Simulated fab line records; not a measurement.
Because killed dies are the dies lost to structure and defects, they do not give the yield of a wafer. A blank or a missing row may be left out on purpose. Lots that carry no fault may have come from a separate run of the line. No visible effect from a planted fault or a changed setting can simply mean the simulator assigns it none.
Which tool is to blame? :: flow sky130 :: Sampling: 6 lots, 18 wafers, 2 of 708 route steps

== WHAT EACH GAUGE READ, for each wafer ==
SKY_LDD_N_TW_MEAS_17.
lot: L127
measured: day 17 21:28
on: film-metro-02
LDD_N_TW: 2527 2542 2544

lot: L131
measured: day 20 06:32
on: film-metro-03
LDD_N_TW: 2596 2604 2595

lot: L133
measured: day 20 14:34
on: film-metro-03
LDD_N_TW: 2595 2597 2594

lot: L134
measured: day 20 19:48
on: film-metro-03
LDD_N_TW: 2598 2612 2593

lot: L143
measured: day 23 16:54
on: film-metro-02
LDD_N_TW: 2535 2546 2538

lot: L146
measured: day 24 16:55
on: film-metro-02
LDD_N_TW: 2546 2542 2547

== TOOL THAT RAN EACH LOT (tool first, then ch and the chambers of the sampled wafers, then the start) ==
lot: L127
SKY_POLY_GATE_ETCH_15: rie-diel-01 ch 0,2,3, day 16 10:53

lot: L131
SKY_POLY_GATE_ETCH_15: rie-diel-02 ch 0,2,3, day 18 20:02

lot: L133
SKY_POLY_GATE_ETCH_15: rie-diel-02 ch 0,2,3, day 19 05:55

lot: L134
SKY_POLY_GATE_ETCH_15: rie-diel-02 ch 0,1, day 19 09:55

lot: L143
SKY_POLY_GATE_ETCH_15: rie-diel-03 ch 1,2,3, day 22 07:50

lot: L146
SKY_POLY_GATE_ETCH_15: rie-diel-01 ch 1,2,3, day 23 08:07
- SKY_POLY_GATE_ETCH_15: etches BARC in N2/H2, stops on SiO2, time 118.5 s, target depth 110 nm.

== THE ANSWER, worked out from the rows above alone ==
Rule: what is usual is taken from the lots themselves. The widest of any qualifying gaps counts: lots, ordered by their means at a reading, are off when they make up no more than a third of the lots, leave a main group of 4 or more, and stand apart from it by 3 or more times the standard deviation of that group's means. A main group is skipped when, at the precision printed for the reading in the tables above, its means are all equal. Also off: a lot with no number at a reading for which 4 or more lots have one. The other lots that the step has rows for count as sound.
None of the lots is off at any reading shown; this tells nothing.

== WHAT WAS PUT IN BY THE SIMULATOR ==
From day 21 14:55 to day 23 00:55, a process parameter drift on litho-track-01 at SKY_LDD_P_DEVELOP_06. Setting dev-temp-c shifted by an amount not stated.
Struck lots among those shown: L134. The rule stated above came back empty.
